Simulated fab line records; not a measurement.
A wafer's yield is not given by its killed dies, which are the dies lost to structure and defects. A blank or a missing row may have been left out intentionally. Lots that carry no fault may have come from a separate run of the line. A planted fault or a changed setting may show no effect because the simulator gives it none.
2 desks looking at one fault :: flow gf180mcu :: each desk holds nothing but its own numbers, with what lay behind them at the end

== THE TOOL OWNER'S DESK: pecvd-02 ==
The tool's own readings at GF_V4_CVD_02 (deposits SiO2 from TEOS, target thk 850 nm, time 94.851 s): means of the sampled wafers that have a number, for each lot that ran on this tool. If a lot's mean is further than 4 standard deviations from the usual mean, the lot is out of limits and carries the mark OUT (the distance appears in the brackets).
Columns: A = heater-power-w at GF_V4_CVD_02, usual 667 W
lot: L122
first seen here: day 23 03:09
A: 700

lot: L124
first seen here: day 24 01:09
A: 688

lot: L125
first seen here: day 24 17:35
A: 711

lot: L127
first seen here: day 25 12:48
A: 751

lot: L132
first seen here: day 27 08:50
A: 744

lot: L140
first seen here: day 29 10:50
A: 727
Result from this desk: across the 6 lots, nothing is out of limits.

== THE METROLOGY DESK ==
What the gauges read for every lot (on any tool): the sampled wafers with a number, averaged. If a lot's mean is further than 4 standard deviations from the usual mean, the lot is out of limits and carries the mark OUT (the distance appears in the brackets).
Columns: A = V4_CVD_02_THK at GF_V4_THK_MEAS_03, usual 844 nm
lot: L122
first seen here: day 23 03:14
A: 846

lot: L124
first seen here: day 24 01:13
A: 841

lot: L125
first seen here: day 24 17:39
A: 839

lot: L127
first seen here: day 25 12:52
A: 846

lot: L126
first seen here: day 25 14:19
A: 845

lot: L128
first seen here: day 26 19:44
A: 852

lot: L130
first seen here: day 27 00:01
A: 851

lot: L131
first seen here: day 27 07:56
A: 823

lot: L132
first seen here: day 27 08:55
A: 847

lot: L136
first seen here: day 28 17:58
A: 843

lot: L140
first seen here: day 29 10:55
A: 767 (-7.0) OUT

lot: L145
first seen here: day 30 23:13
A: 829
This desk's finding: out of limits on L140; first on L140, day 29 10:55 (V4_CVD_02_THK at GF_V4_THK_MEAS_03). L122, L124, L125, L127, L126, L128, L130, L131, L132, L136, L145 stayed within limits.

== BROUGHT TOGETHER ==
Metrology desk: alarm possible at day 29 10:55 on L140.
The tool owner's desk saw nothing out of limits.
Tool owner's desk: L140 on record, inside its limits.
Every lot named ran GF_V4_CVD_02 on pecvd-02.

== WHAT THE SIMULATOR HAD PUT IN ==
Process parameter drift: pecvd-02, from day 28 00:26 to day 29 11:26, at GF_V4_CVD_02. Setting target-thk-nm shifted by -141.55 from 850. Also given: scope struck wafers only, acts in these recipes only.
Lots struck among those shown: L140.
Hours from the fault's start to each desk's first reading out of limits: the metrology desk, 34.
